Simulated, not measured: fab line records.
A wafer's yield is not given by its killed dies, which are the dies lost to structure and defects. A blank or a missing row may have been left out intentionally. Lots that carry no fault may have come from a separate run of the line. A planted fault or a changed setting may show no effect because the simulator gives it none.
Which tool was responsible? -- flow sky130 -- Sampling: 10 lots, 30 wafers, 5 of 708 route steps

## WHAT THE GAUGES READ, wafer by wafer
SKY_SONOS_ONO_THK_MEAS_05.
lot,measured,on,SONOS_ONO_CVD_04_THK (nm)
L154,day 12 02:14,filmMetro-02,5.61 5.67 5.82
L155,day 12 08:11,filmMetro-04,5.77 5.71 5.72
L166,day 15 16:38,filmMetro-04,5.79 5.86 5.81
L170,day 17 07:16,filmMetro-03,5.72 5.59 5.68
L172,day 18 03:22,filmMetro-03,5.84 5.80 5.77
L173,day 18 07:33,filmMetro-03,5.55 5.68 5.57
L176,day 19 04:58,filmMetro-03,5.82 5.79 5.68

## TOOL THAT RAN EACH LOT (tool first, then ch and the chambers of the sampled wafers, then the start)
lot,SKY_FIELD_ISO_ETCH_14,SKY_FIELD_ISO_ETCH_15,SKY_FIELD_ISO_STRIP_16,SKY_FIELD_ISO_CMP_27
L154,"rieDiel-04 ch 0,2,3, day 2 11:40","rieDiel-04 ch 0,2,3, day 2 11:43","plasmaAsher-04 ch 0,1, day 2 11:46","cmp-01 ch 0,2,3, day 2 17:08"
L155,"rieDiel-04 ch 0,1,2, day 2 15:01","rieDiel-04 ch 0,1,2, day 2 15:04","plasmaAsher-02 ch 0,1, day 2 15:07","cmp-02 ch 1,2,3, day 2 21:10"
L166,"rieDiel-01 ch 1,2,3, day 4 23:22","rieDiel-01 ch 1,2,3, day 4 23:25","plasmaAsher-01 ch 0,1, day 4 23:28","cmp-02 ch 1,2,3, day 5 06:32"
L167,"rieDiel-01 ch 0,1, day 5 04:31","rieDiel-01 ch 0,1, day 5 04:34","plasmaAsher-01 ch 0,1, day 5 04:37","cmp-02 ch 2,3, day 5 10:11"
L168,"rieDiel-04 ch 0,2,3, day 5 09:52","rieDiel-04 ch 0,2,3, day 5 09:55","plasmaAsher-04 ch 0,1, day 5 09:58","cmp-02 ch 2,3, day 5 13:22"
L169,"rieDiel-01 ch 2,3, day 5 15:34","rieDiel-01 ch 2,3, day 5 15:37","plasmaAsher-01 ch 0,1, day 5 15:40","cmp-01 ch 1,2, day 5 18:59"
L170,"rieDiel-01 ch 2,3, day 6 01:55","rieDiel-01 ch 2,3, day 6 01:58","plasmaAsher-02 ch 0,1, day 6 02:01","cmp-02 ch 0,1,2, day 6 05:20"
L172,"rieDiel-01 ch 1,2,3, day 6 09:52","rieDiel-01 ch 1,2,3, day 6 09:55","plasmaAsher-01 ch 0,1, day 6 10:00","cmp-02 ch 1,2,3, day 6 14:43"
L173,"rieDiel-04 ch 1,3, day 6 12:52","rieDiel-04 ch 1,3, day 6 12:55","plasmaAsher-02 ch 0,1, day 6 12:58","cmp-01 ch 0,2, day 6 18:04"
L176,"rieDiel-01 ch 0,3, day 7 04:54","rieDiel-01 ch 0,3, day 7 04:56","plasmaAsher-04 ch 0,1, day 7 04:59","cmp-02 ch 0,3, day 7 10:34"
- SKY_FIELD_ISO_ETCH_14: etches BARC in N2/H2, stops on SiO2, time 45.9 s, target depth 60 nm.
- SKY_FIELD_ISO_ETCH_15: etches the open film in CHF3/O2, stops on Si, target depth 180 nm, time 72 s.
- SKY_FIELD_ISO_STRIP_16: strips in O2/N2.
- SKY_FIELD_ISO_CMP_27: polishes, stops on Si3N4, t overpolish 16 s, target thk 457.8 nm.

## WHAT THE TOOLS THEMSELVES READ (means of the sampled wafers that have a number; where no wafer has one, the mark that the record gives instead)
SKY_FIELD_ISO_ETCH_14.
lot,tool,biasW (W),chamberPressureMTorr (mTorr),drypumpMotorCurrentA (A),oesProductAu (a.u.),throttleValvePct (%)
L154,rieDiel-04,99.8,29.984,5.8,0.851,13.225
L155,rieDiel-04,100.3,30.019,5.9,0.853,13.230
L166,rieDiel-01,99.9,29.995,5.6,0.855,13.233
L167,rieDiel-01,-,-,-,-,-
L168,rieDiel-04,-,-,-,-,-
L169,rieDiel-01,-,-,-,-,-
L170,rieDiel-01,100.1,29.986,6.1,0.852,13.215
L172,rieDiel-01,100.0,29.985,5.6,0.859,13.235
L173,rieDiel-04,99.9,29.985,5.5,0.849,13.221
L176,rieDiel-01,99.7,30.001,5.7,0.855,13.228

SKY_FIELD_ISO_ETCH_15.
lot,tool,O2_flow_sccm (sccm),biasW (W),drypumpMotorCurrentA (A),oesProductAu (a.u.),throttleValvePct (%)
L154,rieDiel-04,4.985,200.1,5.8,0.935,8.846
L155,rieDiel-04,5.003,199.8,5.8,0.941,8.838
L166,rieDiel-01,5.009,200.0,5.6,0.937,8.840
L167,rieDiel-01,5.013,199.8,5.3,0.377,8.676
L168,rieDiel-04,5.008,199.5,5.9,0.377,8.674
L169,rieDiel-01,4.994,199.3,6.1,0.375,8.675
L170,rieDiel-01,5.008,199.8,6.1,0.946,8.842
L172,rieDiel-01,5.007,200.1,5.6,0.956,8.849
L173,rieDiel-04,4.995,200.0,5.4,0.950,8.849
L176,rieDiel-01,5.010,200.3,5.7,0.950,8.836

SKY_FIELD_ISO_STRIP_16.
lot,tool,drypumpMotorCurrentA (A),oesProductAu (a.u.),stripTimeToEndpointS (s)
L154,plasmaAsher-04,6.3,0.379,3.58
L155,plasmaAsher-02,5.5,0.379,3.56
L166,plasmaAsher-01,5.5,0.379,3.57
L167,plasmaAsher-01,5.8,0.398,4.03
L168,plasmaAsher-04,6.3,0.394,4.01
L169,plasmaAsher-01,5.5,0.398,3.97
L170,plasmaAsher-02,5.5,0.381,3.58
L172,plasmaAsher-01,5.8,0.382,3.59
L173,plasmaAsher-02,5.4,0.377,3.62
L176,plasmaAsher-04,6.2,0.380,3.54

SKY_FIELD_ISO_CMP_27.
lot,tool,headPressurePsi (psi),motorCurrentA (A)
L154,cmp-01,3.999,13.1
L155,cmp-02,3.998,11.1
L166,cmp-02,3.997,11.5
L167,cmp-02,4.008,10.7
L168,cmp-02,3.999,11.3
L169,cmp-01,3.997,11.8
L170,cmp-02,3.985,12.1
L172,cmp-02,4.000,11.1
L173,cmp-01,3.990,14.2
L176,cmp-02,4.006,11.4

## THE ANSWER, worked out from the rows above alone
Rule: what is usual is taken from the lots themselves. The widest of any qualifying gaps counts: lots, ordered by their means at a reading, are off when they make up no more than a third of the lots, leave a main group of 4 or more, and stand apart from it by 3 or more times the standard deviation of that group's means. The tables above print the reading to a certain number of digits; a main group whose means all agree to those digits is not used. A lot without any number at a reading at which 4 lots or more have one is off too. Where the step has rows for the other lots, those lots are counted as sound. Order of review: gauges by route order, followed by the tools' own readings, for which a lot's mean as printed above is used. The first step at which some lot is off is used, and at that step the reading that is off furthest; a lot without a number counts as furthest.
Off: L167, L168, L169 (SKY_FIELD_ISO_ETCH_14, biasW). Without a number there: L167, L168, L169. Mean 100.0 W and standard deviation 0.18 in the main group.
If a tool, at that step or one of the process steps before it, ran each lot that is off and ran no sound lot following the first of them, it fits. Not one of the candidates tried fits.

## WHAT THE SIMULATOR HAD PUT IN
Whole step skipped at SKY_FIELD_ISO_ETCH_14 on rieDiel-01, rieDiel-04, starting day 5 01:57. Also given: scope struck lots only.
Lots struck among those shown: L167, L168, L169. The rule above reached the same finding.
